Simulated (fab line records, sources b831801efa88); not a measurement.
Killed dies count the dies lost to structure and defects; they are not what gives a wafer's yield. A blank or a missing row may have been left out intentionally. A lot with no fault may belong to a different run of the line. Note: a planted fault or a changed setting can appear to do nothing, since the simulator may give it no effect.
Comparing a struck lot with a sound one / flow sky130 / 15 out of 708 route steps
Sound: these wafers, L954.4, L954.5, L954.6. Struck: wafers L965.2, L965.3, L965.4. The cause comes at the end.
At each step with rows: each side's tool, then ch and its chambers, then its first start. Under that, the readings that differ: sound wafers / struck wafers / difference of the means / sigmas: that difference in standard deviations of wafers without a fault.
alike: words and numbers the same on both sides, and readings whose means are apart by under 2 such deviations; not compared: readings that were withheld, readings missing a value for some wafer, numbers with overlapping values and no deviation given by the record, and bounds like >300 which may hide the same value.
A row with sigmas, a row that says differs or no value, or rows on one side alone: a step with any of these is where the two part. Non-overlapping numbers with no deviation appear without sigmas and do not part them. A reading missing from all wafers of one side parts the sides only when that side holds two or more wafers.

SKY_VIA1_CMP_02: polishes SiO2.
  sound on cmp-02 ch 2,3, day 35 02:17; struck on cmp-02 ch 0,1,3, day 38 08:59
  alike: motor-current-A
SKY_VIA1_BOW_MEAS_03:
  sound: film-metro-02 at day 35 02:35; struck: film-metro-02 at day 38 09:18
  alike: VIA1_BOW
then, 8 steps without rows for these wafers: SKY_VIA1_DEHYDRATE_04 (time 60 s); SKY_VIA1_HMDS_05 (prime time 60 s); SKY_VIA1_COAT_06 (resist thk 60 nm); SKY_VIA1_COAT_07 (resist thk 450 nm); SKY_VIA1_SOFTBAKE_08 (time 90 s); SKY_VIA1_EXPOSE_09 (exposes mask VIM, target cd 150 nm); SKY_VIA1_PEB_10; SKY_VIA1_DEVELOP_11 (develop time 60 s).
SKY_VIA1_CD_MEAS_12 targets a cd of 150 nm.
  sound: cd-sem-02 at day 36 05:21; struck: cd-sem-01 at day 39 10:19
  alike: cd-nm
SKY_VIA1_OVL_MEAS_13:
  sound: overlay-01 at day 36 05:26; struck: overlay-01 at day 39 10:25
  alike: VIA1_OVL
SKY_VIA1_ETCH_14: etches BARC in N2/H2, stops on SiO2, time 45.9 s, target depth 60 nm.
  sound on rie-diel-02 ch 0,2,3, day 36 05:26; struck on rie-diel-02 ch 1,2,3, day 39 10:26
reading=bias-w (W); sound=100.07 100.47 99.55; struck=102.91 102.64 102.84; difference=+2.77; sigmas=+10
  alike: drypump-motor-current-A, oes-product-au, throttle-valve-pct
  not compared: rf-hours-counter-h
SKY_VIA1_ETCH_15: etches SiO2 in C4F8/O2/Ar, stops on TiN, target depth 351 nm, time 54 s.
  sound on rie-diel-02 ch 0,2,3, day 36 05:29; struck on rie-diel-02 ch 1,2,3, day 39 10:29
  alike: bias-w, oes-product-au
  not compared: rf-hours-counter-h
-- the record jumps here: 10 days lie between the struck wafers' starts before and after (it left off in module VIA1 and takes up again in module PAD_OPEN, whose first step shown is number 708 of the route) --
SKY_PAD_OPEN_PROBE_99:
  sound: prober-02 at day 47 16:08; struck: prober-01 at day 49 22:27
  alike: defect-limited-yield, killed_at_M0_to_M3, killed_at_M4_up, killed-at-contacts, killed-at-front-end, killed-at-other, killed-dies, killed-open, killed-short, sort_bin_3_pad_short, sort_bin_5_function, sort_bin_6_memory, sort-n-pass, sort-yield-pct

== WHERE THEY PART ==
Only at SKY_VIA1_ETCH_14, as far as this record shows. Later steps at which nothing parts them and some readings are alike: SKY_VIA1_ETCH_15, SKY_PAD_OPEN_PROBE_99.

WHY: what had been put in by the simulator
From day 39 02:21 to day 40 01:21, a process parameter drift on rie-diel-02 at SKY_VIA1_ETCH_14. A move of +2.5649 in setting bias-w, from 100. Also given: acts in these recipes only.
